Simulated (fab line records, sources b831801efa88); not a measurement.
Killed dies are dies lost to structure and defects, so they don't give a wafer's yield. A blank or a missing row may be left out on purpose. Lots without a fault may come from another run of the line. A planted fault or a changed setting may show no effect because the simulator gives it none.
Which tool did it? | flow gf180mcu | 24 lots, 72 wafers sampled, at 3 steps of a route of 602

WHAT THE GAUGES READ, wafer by wafer
GF_M3_CD_MEAS_14: target cd 280 nm.
lot  | measured     | on        | cd_nm (nm)
L074 | day 21 12:05 | cd_sem-02 | 279.0 278.9 278.5
L075 | day 21 19:02 | cd_sem-02 | 279.0 279.5 280.1
L076 | day 22 12:42 | cd_sem-02 | 280.8 279.4 279.4
L077 | day 22 19:07 | cd_sem-01 | 280.2 279.1 279.0
L078 | day 23 00:24 | cd_sem-02 | 280.7 280.8 280.3
L079 | day 23 07:35 | cd_sem-01 | 279.9 278.9 278.8
L080 | day 23 21:53 | cd_sem-01 | 279.0 279.3 279.6
L081 | day 24 01:15 | cd_sem-01 | 279.5 279.8 278.7
L082 | day 24 15:13 | cd_sem-02 | 279.6 280.5 279.8
L083 | day 24 20:17 | cd_sem-02 | 279.6 279.0 278.5
L084 | day 25 03:06 | cd_sem-02 | 278.7 277.1 278.0
L085 | day 25 15:51 | cd_sem-01 | 278.8 278.4 279.2
L086 | day 25 21:50 | cd_sem-02 | 278.0 279.1 280.1
L087 | day 26 03:41 | cd_sem-02 | 278.2 277.2 278.0
L088 | day 26 15:59 | cd_sem-02 | 276.8 278.3 278.1
L089 | day 26 16:21 | cd_sem-01 | 280.0 279.5 279.4
L090 | day 26 23:45 | cd_sem-02 | 281.0 279.8 279.9
L091 | day 27 06:52 | cd_sem-02 | 279.9 279.7 278.5
L092 | day 27 13:29 | cd_sem-02 | 279.9 279.8 279.9
L093 | day 27 22:44 | cd_sem-01 | 282.2 280.0 280.7
L094 | day 28 05:01 | cd_sem-01 | 280.1 280.9 280.6
L095 | day 28 15:36 | cd_sem-01 | 279.4 280.3 280.6
L096 | day 28 16:52 | cd_sem-01 | 279.4 277.9 279.8
L097 | day 28 21:19 | cd_sem-01 | 280.0 278.5 280.0

GF_V4_OVL_MEAS_15.
lot  | measured     | on         | V4_OVL (nm)
L074 | day 24 12:48 | overlay-02 | 9 -1 2
L075 | day 24 19:01 | overlay-02 | 1 2 -1
L076 | day 25 15:25 | overlay-02 | -3 -2 -6
L077 | day 25 18:03 | overlay-01 | -1 -1 0
L078 | day 25 23:40 | overlay-01 | 3 -8 0
L079 | day 26 04:54 | overlay-02 | 2 0 -1
L080 | day 26 19:42 | overlay-02 | 1 -2 6
L081 | day 26 22:40 | overlay-01 | 2 2 5
L082 | day 27 11:35 | overlay-02 | -1 6 -4
L083 | day 27 16:52 | overlay-02 | -13 -9 -6
L084 | day 27 22:21 | overlay-01 | 0 -5 0
L085 | day 28 08:43 | overlay-01 | 1 1 -6
L086 | day 28 15:01 | overlay-01 | -5 -1 2
L087 | day 28 21:04 | overlay-01 | -7 -9 -5
L088 | day 29 07:40 | overlay-01 | 2 3 -2
L089 | day 29 08:46 | overlay-01 | -2 -1 -6
L090 | day 29 14:22 | overlay-02 | -3 -9 -6
L091 | day 29 21:18 | overlay-01 | -16 -5 -13
L092 | day 30 04:22 | overlay-01 | 1 -3 -7
L093 | day 30 12:39 | overlay-02 | 1 -4 -1
L094 | day 30 18:34 | overlay-02 | 7 4 6
L095 | day 31 04:30 | overlay-01 | 6 13 3
L096 | day 31 05:17 | overlay-01 | -13 -17 -13
L097 | day 31 10:01 | overlay-02 | 2 3 6

GF_V4_THK_MEAS_25: measures by xrf.
lot  | measured     | on            | V4_W_THK (nm)
L074 | day 24 13:50 | film_metro-03 | 325 328 328
L075 | day 24 20:03 | film_metro-03 | 335 335 331
L076 | day 25 16:28 | film_metro-04 | 336 343 331
L077 | day 25 19:13 | film_metro-02 | 341 336 340
L078 | day 26 00:44 | film_metro-03 | 334 335 339
L079 | day 26 05:56 | film_metro-03 | 338 338 339
L080 | day 26 20:45 | film_metro-03 | 334 334 334
L081 | day 26 23:42 | film_metro-02 | 338 334 338
L082 | day 27 12:38 | film_metro-04 | 340 338 340
L083 | day 27 17:54 | film_metro-03 | 330 329 328
L084 | day 27 23:25 | film_metro-03 | 329 327 334
L085 | day 28 09:45 | film_metro-02 | 344 343 338
L086 | day 28 16:07 | film_metro-04 | 340 335 331
L087 | day 28 22:26 | film_metro-04 | 337 337 335
L088 | day 29 08:41 | film_metro-04 | 332 331 334
L089 | day 29 09:54 | film_metro-03 | 333 327 328
L090 | day 29 15:24 | film_metro-04 | 342 341 337
L091 | day 29 22:24 | film_metro-04 | 336 339 339
L092 | day 30 05:24 | film_metro-04 | 349 342 347
L093 | day 30 20:35 | film_metro-02 | 342 345 341
L094 | day 30 19:37 | film_metro-03 | 331 330 331
L095 | day 31 05:32 | film_metro-02 | 345 342 346
L096 | day 31 06:22 | film_metro-03 | 337 340 338
L097 | day 31 11:05 | film_metro-03 | 333 332 324

WHICH TOOL RAN EACH LOT (tool, then ch and the chambers of the sampled wafers, then the start)
The record holds no process step before these readings.

WHAT THE TOOLS THEMSELVES READ (means of the sampled wafers that have a number; where no wafer has one, the mark that the record gives instead)
The record holds no such reading with a usual standard deviation.

THE ANSWER, worked out from the rows above alone
Rule: what is usual is taken from the lots themselves. Put in order of their means at a reading, lots are off if they are a third of the lots or fewer, leave a main group of 4 or more, and stand apart from it by a gap of 3 or more times the standard deviation of the main group's means; of several such gaps the widest counts. A main group whose means are all the same, to the digits that the tables above print for the reading, isn't used. A lot without any number at a reading at which 4 lots or more have one is off too. The other lots that the step has rows for count as sound. The gauges are gone through in route order, then the tools' own readings, and for those a lot's mean is taken as printed above. The first step at which some lot is off is used, and at that step the reading that is off furthest; a lot without a number counts as furthest.
No lot is off at any reading shown: from this, nothing can be told.

WHAT THE SIMULATOR HAD PUT IN
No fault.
